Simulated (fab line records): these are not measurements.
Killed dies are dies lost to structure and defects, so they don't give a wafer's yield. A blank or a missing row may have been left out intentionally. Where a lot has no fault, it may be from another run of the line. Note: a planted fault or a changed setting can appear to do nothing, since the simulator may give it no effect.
fab line records :: flow sky130
record:
  lots: 6
  wafers: 16
  last_day: 51
route steps=708 shown SONOS_TUNNEL@165 SONOS_ONO@168 PAD_OPEN@708
lots that met no fault: taken from a fault-free run of the same line
start_h: hours from the record's first day to the start of the lot's first wafer shown :: wait_h: hours from the lot's prior step to this one :: " as in the row above :: L1.1+2: several wafers, shown together as one row :: - value missing, or start not given :: * or withheld: withheld :: < > ~ a bound
route shown NAME@n: a module of which the file shows steps, and the number in the route of the first :: usual: mean and standard deviation over wafers with no fault :: same: alike in all rows :: chamber/n: place in a boat :: sites: per-site readings :: _std_site: the standard deviation of these :: _edge_site: outer sites' mean less inner sites' :: radius_mm: how far each site lies from the wafer's centre :: mask NAME#n: copy n :: behind: the tool/chamber that last shaped the wafer :: hold: why the lot was held/for how many hours/how that ended :: device: the transistor (n, p or np) that didn't switch :: end of line: tests run on the same wafers once the route is complete :: a step without rows: its recipe alone :: killed: dies lost to structure and defects at the first sort, not the wafer's yield :: map: per-die view of a wafer (x killed, . not killed, _ where there is no die)
set.NAME: the run value of the setting; set.NAME@STEP: its run value at that earlier step :: model.NAME: the simulator's own value behind a step, which no gauge read
certain route steps with their lots: each step a table, each wafer a row
== steps ==
step: SKY_SONOS_TUNNEL_STRIP_11
recipe:
  chemistry: SPM
  time_s: 600
  temp_c: 130
step: SKY_SONOS_TUNNEL_TW_MEAS_12
usual:
  SONOS_TUNNEL_TW: 197.5/1.5
lot.wafer: L289.2
tool: film_metro-03
chamber: -
start_h: 270.27
wait_h: 0.0
SONOS_TUNNEL_TW: 198.5

lot.wafer: L289.3
tool: film_metro-03
chamber: -
start_h: 270.27
wait_h: 0.0
SONOS_TUNNEL_TW: 199.0

lot.wafer: L289.5
tool: film_metro-03
chamber: -
start_h: 270.27
wait_h: 0.0
SONOS_TUNNEL_TW: 197.3

lot.wafer: L295.1
tool: film_metro-04
chamber: -
start_h: 313.06
wait_h: 0.0
SONOS_TUNNEL_TW: 195.9

lot.wafer: L295.3
tool: film_metro-04
chamber: -
start_h: 313.06
wait_h: 0.0
SONOS_TUNNEL_TW: 195.1

lot.wafer: L295.4
tool: film_metro-04
chamber: -
start_h: 313.06
wait_h: 0.0
SONOS_TUNNEL_TW: 195.5

lot.wafer: L296.4
tool: film_metro-04
chamber: -
start_h: 324.25
wait_h: 0.0
SONOS_TUNNEL_TW: 195.2

lot.wafer: L296.5
tool: film_metro-04
chamber: -
start_h: 324.25
wait_h: 0.0
SONOS_TUNNEL_TW: 195.5

lot.wafer: L296.6
tool: film_metro-04
chamber: -
start_h: 324.25
wait_h: 0.0
SONOS_TUNNEL_TW: 193.6

lot.wafer: L307.1
tool: film_metro-04
chamber: -
start_h: 417.06
wait_h: 0.0
SONOS_TUNNEL_TW: 194.8

lot.wafer: L307.2
tool: film_metro-04
chamber: -
start_h: 417.06
wait_h: 0.0
SONOS_TUNNEL_TW: 196.9

lot.wafer: L310.2
tool: film_metro-03
chamber: -
start_h: 431.07
wait_h: 0.0
SONOS_TUNNEL_TW: 197.5

lot.wafer: L310.5
tool: film_metro-03
chamber: -
start_h: 431.07
wait_h: 0.0
SONOS_TUNNEL_TW: 198.1

lot.wafer: L310.6
tool: film_metro-03
chamber: -
start_h: 431.07
wait_h: 0.0
SONOS_TUNNEL_TW: 198.8

lot.wafer: L311.1
tool: film_metro-02
chamber: -
start_h: 436.91
wait_h: 0.0
SONOS_TUNNEL_TW: 199.0

lot.wafer: L311.2
tool: film_metro-02
chamber: -
start_h: 436.91
wait_h: 0.0
SONOS_TUNNEL_TW: 198.3
step: SKY_SONOS_TUNNEL_CLEAN_13
recipe:
  chemistry: dHF
  time_s: 20
  dilution: 100:1
  dry: ipa_marangoni
step: SKY_SONOS_ONO_OXIDATION_00
recipe:
  temp_c: 800
  ambient: O2
  idle_temp_c: 700
  ramp_up_c_per_min: 10
  ramp_down_c_per_min: 3
  stabilise_s: 600
  purge_s: 300
  target_thk_a: 26
  ox_time_s: 1249
step: SKY_SONOS_ONO_THK_MEAS_01
recipe:
  reads: SiO2_of_SONOS_ONO_OXIDATION_00
usual:
  SONOS_ONO_OXIDATION_THK: 2.59/0.065
lot.wafer: L289.2
tool: film_metro-03
chamber: -
start_h: 272.87
wait_h: 0.0
SONOS_ONO_OXIDATION_THK[nm]: 2.66

lot.wafer: L289.3
tool: film_metro-03
chamber: -
start_h: 272.87
wait_h: 0.0
SONOS_ONO_OXIDATION_THK[nm]: 2.71

lot.wafer: L289.5
tool: film_metro-03
chamber: -
start_h: 272.87
wait_h: 0.0
SONOS_ONO_OXIDATION_THK[nm]: 2.68

lot.wafer: L295.1
tool: film_metro-01
chamber: -
start_h: 314.48
wait_h: 0.0
SONOS_ONO_OXIDATION_THK[nm]: 2.45

lot.wafer: L295.3
tool: film_metro-01
chamber: -
start_h: 314.48
wait_h: 0.0
SONOS_ONO_OXIDATION_THK[nm]: 2.52

lot.wafer: L295.4
tool: film_metro-01
chamber: -
start_h: 314.48
wait_h: 0.0
SONOS_ONO_OXIDATION_THK[nm]: 2.47

lot.wafer: L296.4
tool: film_metro-03
chamber: -
start_h: 326.31
wait_h: 0.0
SONOS_ONO_OXIDATION_THK[nm]: 2.62

lot.wafer: L296.5
tool: film_metro-03
chamber: -
start_h: 326.31
wait_h: 0.0
SONOS_ONO_OXIDATION_THK[nm]: 2.61

lot.wafer: L296.6
tool: film_metro-03
chamber: -
start_h: 326.31
wait_h: 0.0
SONOS_ONO_OXIDATION_THK[nm]: 2.57

lot.wafer: L307.1
tool: film_metro-03
chamber: -
start_h: 421.49
wait_h: 0.0
SONOS_ONO_OXIDATION_THK[nm]: 2.57

lot.wafer: L307.2
tool: film_metro-03
chamber: -
start_h: 421.49
wait_h: 0.0
SONOS_ONO_OXIDATION_THK[nm]: 2.53

lot.wafer: L310.2
tool: film_metro-01
chamber: -
start_h: 433.34
wait_h: 0.0
SONOS_ONO_OXIDATION_THK[nm]: 2.57

lot.wafer: L310.5
tool: film_metro-01
chamber: -
start_h: 433.34
wait_h: 0.0
SONOS_ONO_OXIDATION_THK[nm]: 2.52

lot.wafer: L310.6
tool: film_metro-01
chamber: -
start_h: 433.34
wait_h: 0.0
SONOS_ONO_OXIDATION_THK[nm]: 2.61

lot.wafer: L311.1
tool: film_metro-04
chamber: -
start_h: 439.40
wait_h: 0.0
SONOS_ONO_OXIDATION_THK[nm]: 2.61

lot.wafer: L311.2
tool: film_metro-04
chamber: -
start_h: 439.40
wait_h: 0.0
SONOS_ONO_OXIDATION_THK[nm]: 2.53
step: SKY_SONOS_ONO_CVD_02
recipe:
  material: Si3N4
  precursor: DCS/NH3
  target_thk_nm: 10.5
  temp_c: 770
  time_s: 180
  pressure_mtorr: 250
step: SKY_SONOS_ONO_THK_MEAS_03
recipe:
  reads: Si3N4_of_SONOS_ONO_CVD_02
usual:
  SONOS_ONO_CVD_02_THK: 10.55/0.14
lot.wafer: L289.2
tool: film_metro-01
chamber: -
start_h: 282.77
wait_h: 0.0
SONOS_ONO_CVD_02_THK[nm]: 10.51

lot.wafer: L289.3
tool: film_metro-01
chamber: -
start_h: 282.77
wait_h: 0.0
SONOS_ONO_CVD_02_THK[nm]: 10.52

lot.wafer: L289.5
tool: film_metro-01
chamber: -
start_h: 282.77
wait_h: 0.0
SONOS_ONO_CVD_02_THK[nm]: 10.50

lot.wafer: L295.1
tool: film_metro-03
chamber: -
start_h: 316.28
wait_h: 0.0
SONOS_ONO_CVD_02_THK[nm]: 10.47

lot.wafer: L295.3
tool: film_metro-03
chamber: -
start_h: 316.28
wait_h: 0.0
SONOS_ONO_CVD_02_THK[nm]: 10.50

lot.wafer: L295.4
tool: film_metro-03
chamber: -
start_h: 316.28
wait_h: 0.0
SONOS_ONO_CVD_02_THK[nm]: 10.51

lot.wafer: L296.4
tool: film_metro-04
chamber: -
start_h: 327.42
wait_h: 0.0
SONOS_ONO_CVD_02_THK[nm]: 10.51

lot.wafer: L296.5
tool: film_metro-04
chamber: -
start_h: 327.42
wait_h: 0.0
SONOS_ONO_CVD_02_THK[nm]: 10.53

lot.wafer: L296.6
tool: film_metro-04
chamber: -
start_h: 327.42
wait_h: 0.0
SONOS_ONO_CVD_02_THK[nm]: 10.44

lot.wafer: L307.1
tool: film_metro-04
chamber: -
start_h: 423.15
wait_h: 0.0
SONOS_ONO_CVD_02_THK[nm]: 10.62

lot.wafer: L307.2
tool: film_metro-04
chamber: -
start_h: 423.15
wait_h: 0.0
SONOS_ONO_CVD_02_THK[nm]: 10.67

lot.wafer: L310.2
tool: film_metro-04
chamber: -
start_h: 435.97
wait_h: 0.0
SONOS_ONO_CVD_02_THK[nm]: 10.84

lot.wafer: L310.5
tool: film_metro-04
chamber: -
start_h: 435.97
wait_h: 0.0
SONOS_ONO_CVD_02_THK[nm]: 10.72

lot.wafer: L310.6
tool: film_metro-04
chamber: -
start_h: 435.97
wait_h: 0.0
SONOS_ONO_CVD_02_THK[nm]: 10.69

lot.wafer: L311.1
tool: film_metro-03
chamber: -
start_h: 440.51
wait_h: 0.0
SONOS_ONO_CVD_02_THK[nm]: 10.61

lot.wafer: L311.2
tool: film_metro-03
chamber: -
start_h: 440.51
wait_h: 0.0
SONOS_ONO_CVD_02_THK[nm]: 10.75
step: SKY_SONOS_ONO_CVD_04
recipe:
  material: SiO2
  precursor: SiH4/N2O
  target_thk_nm: 5.7199
  temp_c: 900
  pressure_mtorr: 400
step: SKY_SONOS_ONO_THK_MEAS_05
recipe:
  reads: SiO2_of_SONOS_ONO_CVD_04
usual:
  SONOS_ONO_CVD_04_THK: 5.70/0.095
lot.wafer: L289.2
tool: film_metro-01
chamber: -
start_h: 284.08
wait_h: 0.0
SONOS_ONO_CVD_04_THK[nm]: 5.78

lot.wafer: L289.3
tool: film_metro-01
chamber: -
start_h: 284.08
wait_h: 0.0
SONOS_ONO_CVD_04_THK[nm]: 5.83

lot.wafer: L289.5
tool: film_metro-01
chamber: -
start_h: 284.08
wait_h: 0.0
SONOS_ONO_CVD_04_THK[nm]: 5.78

lot.wafer: L295.1
tool: film_metro-01
chamber: -
start_h: 317.59
wait_h: 0.0
SONOS_ONO_CVD_04_THK[nm]: 5.88

lot.wafer: L295.3
tool: film_metro-01
chamber: -
start_h: 317.59
wait_h: 0.0
SONOS_ONO_CVD_04_THK[nm]: 5.71

lot.wafer: L295.4
tool: film_metro-01
chamber: -
start_h: 317.59
wait_h: 0.0
SONOS_ONO_CVD_04_THK[nm]: 5.65

lot.wafer: L296.4
tool: film_metro-03
chamber: -
start_h: 328.73
wait_h: 0.0
SONOS_ONO_CVD_04_THK[nm]: 5.62

lot.wafer: L296.5
tool: film_metro-03
chamber: -
start_h: 328.73
wait_h: 0.0
SONOS_ONO_CVD_04_THK[nm]: 5.74

lot.wafer: L296.6
tool: film_metro-03
chamber: -
start_h: 328.73
wait_h: 0.0
SONOS_ONO_CVD_04_THK[nm]: 5.77

lot.wafer: L307.1
tool: film_metro-04
chamber: -
start_h: 424.48
wait_h: 0.0
SONOS_ONO_CVD_04_THK[nm]: 5.74

lot.wafer: L307.2
tool: film_metro-04
chamber: -
start_h: 424.48
wait_h: 0.0
SONOS_ONO_CVD_04_THK[nm]: 5.73

lot.wafer: L310.2
tool: film_metro-03
chamber: -
start_h: 437.28
wait_h: 0.0
SONOS_ONO_CVD_04_THK[nm]: 5.63

lot.wafer: L310.5
tool: film_metro-03
chamber: -
start_h: 437.28
wait_h: 0.0
SONOS_ONO_CVD_04_THK[nm]: 5.64

lot.wafer: L310.6
tool: film_metro-03
chamber: -
start_h: 437.28
wait_h: 0.0
SONOS_ONO_CVD_04_THK[nm]: 5.70

lot.wafer: L311.1
tool: film_metro-01
chamber: -
start_h: 441.82
wait_h: 0.0
SONOS_ONO_CVD_04_THK[nm]: 5.74

lot.wafer: L311.2
tool: film_metro-01
chamber: -
start_h: 441.82
wait_h: 0.0
SONOS_ONO_CVD_04_THK[nm]: 5.89
step: SKY_SONOS_ONO_DEHYDRATE_06
recipe:
  temp_c: 200
  time_s: 60
step: SKY_SONOS_ONO_HMDS_07
recipe:
  prime_time_s: 60
  prime_temp_c: 120
step: SKY_SONOS_ONO_COAT_08
recipe:
  resist: NOVOLAK
  spin_rpm: 3000
  resist_thk_nm: 1140
step: SKY_SONOS_ONO_SOFTBAKE_09
recipe:
  temp_c: 90
  time_s: 60
  resist: NOVOLAK
usual:
  heater_power_total_W: 56.59/0.043
  plate_temp_C: 90.00/0.12
  run_length_s: 89.1/0.34
lot.wafer: L289.2
tool: litho_track-03
chamber: 0
start_h: 295.92
wait_h: 0.1
heater_power_total_W: 56.60
plate_temp_C: 90.11
run_length_s: 88.7

lot.wafer: L289.3
tool: litho_track-03
chamber: 0
start_h: 295.92
wait_h: 0.1
heater_power_total_W: 56.56
plate_temp_C: 89.97
run_length_s: 88.6

lot.wafer: L289.5
tool: litho_track-03
chamber: 0
start_h: 295.92
wait_h: 0.1
heater_power_total_W: 56.56
plate_temp_C: 90.16
run_length_s: 88.7

lot.wafer: L295.1
tool: litho_track-03
chamber: 0
start_h: 330.34
wait_h: 0.1
heater_power_total_W: 56.62
plate_temp_C: 90.07
run_length_s: 88.8

lot.wafer: L295.3
tool: litho_track-03
chamber: 0
start_h: 330.34
wait_h: 0.1
heater_power_total_W: 56.69
plate_temp_C: 90.10
run_length_s: 88.7

lot.wafer: L295.4
tool: litho_track-03
chamber: 0
start_h: 330.34
wait_h: 0.1
heater_power_total_W: 56.56
plate_temp_C: 90.17
run_length_s: 88.8

lot.wafer: L296.4
tool: litho_track-02
chamber: 0
start_h: 341.69
wait_h: 0.1
heater_power_total_W: 56.53
plate_temp_C: 89.99
run_length_s: 89.8

lot.wafer: L296.5
tool: litho_track-02
chamber: 0
start_h: 341.69
wait_h: 0.1
heater_power_total_W: 56.58
plate_temp_C: 89.91
run_length_s: 89.4

lot.wafer: L296.6
tool: litho_track-02
chamber: 0
start_h: 341.69
wait_h: 0.1
heater_power_total_W: 56.64
plate_temp_C: 89.99
run_length_s: 89.4

lot.wafer: L307.1
tool: litho_track-02
chamber: 0
start_h: 439.17
wait_h: 0.1
heater_power_total_W: 60.39
plate_temp_C: -
run_length_s: 78.6

lot.wafer: L307.2
tool: litho_track-02
chamber: 0
start_h: 439.17
wait_h: 0.1
heater_power_total_W: 56.65
plate_temp_C: 90.13
run_length_s: 89.5

lot.wafer: L310.2
tool: litho_track-04
chamber: 0
start_h: 452.57
wait_h: 0.1
heater_power_total_W: 56.57
plate_temp_C: 90.00
run_length_s: 89.5

lot.wafer: L310.5
tool: litho_track-04
chamber: 0
start_h: 452.57
wait_h: 0.1
heater_power_total_W: 56.70
plate_temp_C: 89.93
run_length_s: 89.4

lot.wafer: L310.6
tool: litho_track-04
chamber: 0
start_h: 452.57
wait_h: 0.1
heater_power_total_W: 56.54
plate_temp_C: 90.16
run_length_s: 89.2

lot.wafer: L311.1
tool: litho_track-02
chamber: 0
start_h: 456.91
wait_h: 0.1
heater_power_total_W: 60.38
plate_temp_C: -
run_length_s: 78.5

lot.wafer: L311.2
tool: litho_track-02
chamber: 0
start_h: 456.91
wait_h: 0.1
heater_power_total_W: 56.57
plate_temp_C: 90.02
run_length_s: 89.3
step: SKY_SONOS_ONO_EXPOSE_10
recipe:
  mask_id: ONOM
  target_cd_nm: 410
  na: 0.6
  source_shape: conventional
  sigma_outer: 0.6
  dose_mj: 150
step: SKY_PAD_OPEN_PROBE_99
usual:
  killed_at_M0_to_M3: 44/7.2
  killed_at_M4_up: 2.9/1.8
  killed_at_contacts: 24/5.2
  killed_at_front_end: 15/4
  killed_at_other: 0.2/0.49
  killed_dies: 85/9.1
  killed_open: 47/6.8
  killed_short: 38/5.7
same:
  gross_dies: 492
  killed_at_back_side: 0
lot.wafer: L289.2
tool: prober-01
chamber: -
start_h: 1111.07
wait_h: 0.1
killed_at_M0_to_M3: 38
killed_at_M4_up: 4
killed_at_contacts: 27
killed_at_front_end: 20
killed_at_other: 1
killed_dies: 90
killed_open: 42
killed_short: 48

lot.wafer: L289.3
tool: prober-01
chamber: -
start_h: 1111.12
wait_h: 0.2
killed_at_M0_to_M3: 48
killed_at_M4_up: 4
killed_at_contacts: 14
killed_at_front_end: 15
killed_at_other: 0
killed_dies: 81
killed_open: 41
killed_short: 40

lot.wafer: L289.5
tool: prober-01
chamber: -
start_h: 1111.22
wait_h: 0.2
killed_at_M0_to_M3: 41
killed_at_M4_up: 5
killed_at_contacts: 23
killed_at_front_end: 11
killed_at_other: 0
killed_dies: 80
killed_open: 50
killed_short: 30

lot.wafer: L296.4
tool: prober-02
chamber: -
start_h: 1144.63
wait_h: 0.2
killed_at_M0_to_M3: 36
killed_at_M4_up: 5
killed_at_contacts: 30
killed_at_front_end: 13
killed_at_other: 0
killed_dies: 84
killed_open: 47
killed_short: 37

lot.wafer: L296.5
tool: prober-02
chamber: -
start_h: 1144.68
wait_h: 0.2
killed_at_M0_to_M3: 43
killed_at_M4_up: 3
killed_at_contacts: 31
killed_at_front_end: 13
killed_at_other: 0
killed_dies: 90
killed_open: 53
killed_short: 37

lot.wafer: L296.6
tool: prober-02
chamber: -
start_h: 1144.73
wait_h: 0.2
killed_at_M0_to_M3: 44
killed_at_M4_up: 2
killed_at_contacts: 18
killed_at_front_end: 8
killed_at_other: 0
killed_dies: 72
killed_open: 42
killed_short: 30

lot.wafer: L307.1
tool: prober-01
chamber: -
start_h: 1204.21
wait_h: 0.1
killed_at_M0_to_M3: 41
killed_at_M4_up: 1
killed_at_contacts: 26
killed_at_front_end: 23
killed_at_other: 0
killed_dies: 91
killed_open: 54
killed_short: 37

lot.wafer: L307.2
tool: prober-01
chamber: -
start_h: 1204.26
wait_h: 0.1
killed_at_M0_to_M3: 36
killed_at_M4_up: 4
killed_at_contacts: 21
killed_at_front_end: 16
killed_at_other: 0
killed_dies: 77
killed_open: 45
killed_short: 32
killed by level:class
L289.2 VIA1:geometric_particle:open=10 CONTACT:geometric_particle:open=8 FIELD_ISO:geometric_particle:short=7 LI_CONTACT:geometric_particle:open=6 VIA1:geometric_particle:short=6 VIA3:geometric_particle:open=6 LOCAL_INTERCONNECT:geometric_particle:short=5 CONTACT:geometric_particle:short=5
L289.3 VIA2:geometric_particle:open=8 VIA1:geometric_particle:open=7 VIA1:geometric_particle:short=7 FIELD_ISO:geometric_particle:short=5 VIA3:geometric_particle:open=5 FIELD_ISO:geometric_particle:open=4 CONTACT:geometric_particle:open=4 CONTACT:geometric_particle:short=4
L289.5 VIA1:geometric_particle:open=11 CONTACT:geometric_particle:open=10 VIA3:geometric_particle:open=8 VIA2:geometric_particle:open=6 CONTACT:geometric_particle:short=5 VIA1:geometric_particle:short=5 METAL2:geometric_particle:short=5 LI_CONTACT:geometric_particle:open=4
L296.4 CONTACT:geometric_particle:open=14 VIA1:geometric_particle:open=7 VIA3:geometric_particle:open=7 FIELD_ISO:geometric_particle:short=6 LOCAL_INTERCONNECT:geometric_particle:short=6 VIA2:geometric_particle:open=6 METAL4:geometric_particle:short=5 METAL1:geometric_particle:short=4
L296.5 CONTACT:geometric_particle:open=16 VIA1:geometric_particle:open=10 VIA3:geometric_particle:open=7 METAL2:geometric_particle:short=7 FIELD_ISO:geometric_particle:short=6 LI_CONTACT:geometric_particle:open=6 METAL1:geometric_particle:short=6 VIA2:geometric_particle:open=5
L296.6 VIA1:geometric_particle:open=13 VIA2:geometric_particle:open=7 METAL2:geometric_particle:short=7 VIA3:geometric_particle:open=6 FIELD_ISO:geometric_particle:open=5 CONTACT:geometric_particle:open=5 LI_CONTACT:geometric_particle:open=4 LOCAL_INTERCONNECT:geometric_particle:short=4
L307.1 CONTACT:geometric_particle:open=15 FIELD_ISO:geometric_particle:open=8 VIA1:geometric_particle:open=8 VIA2:geometric_particle:open=7 FIELD_ISO:geometric_particle:short=5 POLY_GATE:geometric_particle:open=5 METAL1:geometric_particle:short=5 VIA2:geometric_particle:short=5
L307.2 LI_CONTACT:geometric_particle:open=9 VIA2:geometric_particle:open=8 FIELD_ISO:geometric_particle:open=6 CONTACT:geometric_particle:open=6 VIA1:geometric_particle:open=6 POLY_GATE:geometric_particle:short=5 VIA1:geometric_particle:short=4 VIA3:geometric_particle:open=4
== key ==
first_sign:
  step: SKY_SONOS_ONO_SOFTBAKE_09
  reading: heater_power_total_W
  direction: up
  sigmas: 88
  usual: *
  struck: *
effect:
  step: SKY_SONOS_ONO_SOFTBAKE_09
  reading: run_length_s
  direction: down
  sigmas: 31
  usual: *
  struck: *
met_at SKY_SONOS_ONO_SOFTBAKE_09
struck_wafers L307.1,L311.1
tester_left_out L307,L311
onset_between 341.69 439.17
fault:
  kind: process_parameter_drift
  tool: litho_track-02
  chamber: -
  onset_h: 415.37
  steps: SKY_SONOS_ONO_SOFTBAKE_09
  channel: time_s
  offset: *
  shape: step
  end_h: 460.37
  scope: struck_wafers_only
  acts_in: *
  stated: *
tester_left_out: of these lots the tester's yield and bins aren't shown, on N5 and GAA mostly nor the transistor test; their killed dies are dies lost to structure and defects alone, not to doping, threshold or leakage, so they don't give the yield
